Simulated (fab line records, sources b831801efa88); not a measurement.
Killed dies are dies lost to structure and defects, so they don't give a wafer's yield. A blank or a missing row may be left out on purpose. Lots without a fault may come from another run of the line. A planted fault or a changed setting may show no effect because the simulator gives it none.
Which tool did it? | flow sky130 | 24 lots, 72 wafers sampled, at 3 steps of a route of 708

WHAT THE GAUGES READ, wafer by wafer
SKY_POLY_GATE_THK_MEAS_04. Usual: POLY_GATE_CVD_03_THK 74.8 nm, standard deviation 0.97.
lot  | measured     | on            | POLY_GATE_CVD_03_THK (nm) | flag
L074 | day 15 01:34 | film_metro-03 | 76.0 75.5 76.4            |
L075 | day 15 19:01 | film_metro-03 | 75.1 75.1 74.7            |
L076 | day 16 07:20 | film_metro-01 | 75.4 75.6 75.7            |
L077 | day 16 11:56 | film_metro-04 | 74.7 74.8 74.4            |
L078 | day 16 19:50 | film_metro-01 | 75.9 75.5 75.8            |
L079 | day 17 03:43 | film_metro-01 | 76.2 76.4 76.0            |
L080 | day 17 11:10 | film_metro-04 | 75.0 74.3 75.4            |
L081 | day 17 17:25 | film_metro-04 | 74.6 75.3 74.5            |
L082 | day 18 09:32 | film_metro-03 | 75.3 75.4 75.1            |
L083 | day 18 19:49 | film_metro-04 | 72.7 72.6 72.7            |
L084 | day 19 04:12 | film_metro-03 | 74.2 73.7 73.6            |
L085 | day 19 04:12 | film_metro-01 | 74.9 74.2 74.1            |
L086 | day 19 15:24 | film_metro-04 | 73.8 73.1 73.5            |
L087 | day 20 00:23 | film_metro-01 | 73.4 73.5 73.4            |
L088 | day 20 13:50 | film_metro-03 | 74.1 74.6 74.5            |
L089 | day 21 05:02 | film_metro-04 | 75.1 74.8 74.7            |
L091 | day 21 10:34 | film_metro-04 | 74.7 75.0 74.9            |
L090 | day 21 12:40 | film_metro-03 | 75.2 74.5 74.8            |
L092 | day 21 19:10 | film_metro-01 | 74.7 74.9 74.4            |
L093 | day 22 04:04 | film_metro-01 | 75.3 75.2 75.2            |
L095 | day 22 07:05 | film_metro-01 | 75.8 77.1 76.5            |
L094 | day 22 11:42 | film_metro-04 | 75.6 75.9 75.7            |
L096 | day 22 19:06 | film_metro-04 | 74.0 73.3 73.2            |
L097 | day 23 11:22 | film_metro-04 | 74.7 74.3 73.8            |

SKY_CAPM_THK_MEAS_01. Usual: CAPM_CVD_00_THK 15.55 nm, standard deviation 0.23.
lot  | measured     | on            | CAPM_CVD_00_THK (nm) | flag
L074 | day 36 05:10 | film_metro-03 | 15.75 15.61 15.58    |
L075 | day 37 00:05 | film_metro-02 | 15.54 15.87 15.32    |
L076 | day 37 12:08 | film_metro-02 | 15.65 15.42 15.40    |
L077 | day 37 15:17 | film_metro-02 | 15.42 15.58 15.34    |
L078 | day 37 19:46 | film_metro-02 | 15.31 15.52 15.94    |
L079 | day 38 03:40 | film_metro-01 | 15.20 15.64 15.65    |
L080 | day 38 08:23 | film_metro-01 | 15.25 15.69 15.36    |
L081 | day 38 21:19 | film_metro-01 | 15.34 15.35 15.68    |
L082 | day 39 07:58 | film_metro-02 | 15.14 15.55 15.40    |
L083 | day 39 13:53 | film_metro-01 | 15.42 15.56 15.26    |
L084 | day 39 21:55 | film_metro-02 | 15.73 15.72 15.85    |
L085 | day 39 20:19 | film_metro-01 | 15.36 15.55 15.51    |
L086 | day 40 07:12 | film_metro-02 | 15.30 15.39 15.50    |
L087 | day 40 12:14 | film_metro-02 | 15.53 15.45 15.76    |
L088 | day 40 22:31 | film_metro-02 | 15.28 15.76 15.30    |
L089 | day 41 11:40 | film_metro-02 | 15.97 15.87 15.94    |
L091 | day 41 14:05 | film_metro-01 | 15.57 15.94 16.06    |
L090 | day 41 20:07 | film_metro-03 | 15.23 15.57 15.98    |
L092 | day 41 20:45 | film_metro-02 | 15.58 15.19 15.44    |
L093 | day 42 08:03 | film_metro-02 | 15.38 15.36 15.54    |
L095 | day 42 09:16 | film_metro-01 | 15.84 15.66 16.00    |
L094 | day 42 10:17 | film_metro-03 | 15.38 15.45 15.24    |
L096 | day 42 13:17 | film_metro-03 | 15.90 15.92 15.95    |
L097 | day 43 06:01 | film_metro-01 | 15.41 15.65 15.56    |

WHICH TOOL RAN EACH LOT (tool, then ch and the chambers of the sampled wafers, then the start)
lot  | SKY_VIA2_STRIP_16
L074 | plasma_asher-02 ch 0,1, day 36 03:40
L075 | plasma_asher-04 ch 0,1, day 36 22:38
L076 | plasma_asher-03 ch 0,1, day 37 10:40
L077 | plasma_asher-03 ch 0, day 37 13:50
L078 | plasma_asher-02 ch 1, day 37 18:17
L079 | plasma_asher-03 ch 0,1, day 38 02:14
L080 | plasma_asher-04 ch 0,1, day 38 06:58
L081 | plasma_asher-04 ch 0,1, day 38 19:52
L082 | plasma_asher-04 ch 0,1, day 39 06:16
L083 | plasma_asher-04 ch 0,1, day 39 12:28
L084 | plasma_asher-04 ch 0,1, day 39 20:28
L085 | plasma_asher-03 ch 0,1, day 39 18:52
L086 | plasma_asher-02 ch 0,1, day 40 05:46
L087 | plasma_asher-03 ch 0,1, day 40 10:46
L088 | plasma_asher-04 ch 0, day 40 21:02
L089 | plasma_asher-03 ch 0,1, day 41 10:13
L091 | plasma_asher-03 ch 0,1, day 41 12:37
L090 | plasma_asher-02 ch 0,1, day 41 18:38
L092 | plasma_asher-02 ch 0,1, day 41 19:14
L093 | plasma_asher-04 ch 0,1, day 42 06:35
L095 | plasma_asher-04 ch 0, day 42 07:32
L094 | plasma_asher-03 ch 0,1, day 42 08:50
L096 | plasma_asher-02 ch 0,1, day 42 11:52
L097 | plasma_asher-02 ch 1, day 43 04:16
- SKY_VIA2_STRIP_16: strips in O2/N2.

WHAT THE TOOLS THEMSELVES READ (means of the sampled wafers that have a number; where no wafer has one, the mark that the record gives instead)
SKY_VIA2_STRIP_16. Usual: drypump_motor_current_A 5.62 A, standard deviation 0.26; oes_product_au 0.399 a.u., standard deviation 0.0038; strip_time_to_endpoint_s 4.051 s, standard deviation 0.028.
lot  | tool            | drypump_motor_current_A (A) | oes_product_au (a.u.) | strip_time_to_endpoint_s (s) | flag
L074 | plasma_asher-02 | 5.42                        | 0.399                 | 4.013                        |
L075 | plasma_asher-04 | 5.86                        | 0.400                 | 4.048                        |
L076 | plasma_asher-03 | 5.45                        | 0.402                 | 4.041                        |
L077 | plasma_asher-03 | 5.27                        | 0.400                 | 4.056                        |
L078 | plasma_asher-02 | 5.24                        | 0.396                 | 4.077                        |
L079 | plasma_asher-03 | 5.42                        | 0.401                 | 4.080                        |
L080 | plasma_asher-04 | 5.75                        | 0.399                 | 4.014                        |
L081 | plasma_asher-04 | 5.76                        | 0.401                 | 4.071                        |
L082 | plasma_asher-04 | 5.86                        | 0.403                 | 4.094                        |
L083 | plasma_asher-04 | 5.84                        | 0.399                 | 4.096                        |
L084 | plasma_asher-04 | 5.76                        | 0.398                 | 4.043                        |
L085 | plasma_asher-03 | 5.41                        | 0.395                 | 4.047                        |
L086 | plasma_asher-02 | 5.59                        | 0.403                 | 4.060                        |
L087 | plasma_asher-03 | 5.61                        | 0.395                 | 4.016                        |
L088 | plasma_asher-04 | 5.67                        | 0.397                 | 4.056                        |
L089 | plasma_asher-03 | 5.44                        | 0.395                 | 4.030                        |
L091 | plasma_asher-03 | 5.58                        | 0.398                 | 4.066                        |
L090 | plasma_asher-02 | 5.61                        | 0.400                 | 4.050                        |
L092 | plasma_asher-02 | 5.42                        | 0.399                 | 4.044                        |
L093 | plasma_asher-04 | 5.86                        | 0.398                 | 4.082                        |
L095 | plasma_asher-04 | 5.66                        | 0.399                 | 4.021                        |
L094 | plasma_asher-03 | 5.59                        | 0.399                 | 4.047                        |
L096 | plasma_asher-02 | 5.58                        | 0.399                 | 4.018                        |
L097 | plasma_asher-02 | 5.24                        | 0.401                 | 4.043                        |

THE ANSWER, worked out from the rows above alone
Rule: a lot is off if the mean of its wafers that have a number lies more than 3 standard deviations from the usual mean. A lot without any number at a reading at which 4 lots or more have one is off too. The other lots that the step has rows for count as sound. The gauges are gone through in route order, then the tools' own readings, and for those a lot's mean is taken as printed above. The first step at which some lot is off is used, and at that step the reading that is off furthest; a lot without a number counts as furthest.
No lot is off at any reading shown: from this, nothing can be told.

WHAT THE SIMULATOR HAD PUT IN
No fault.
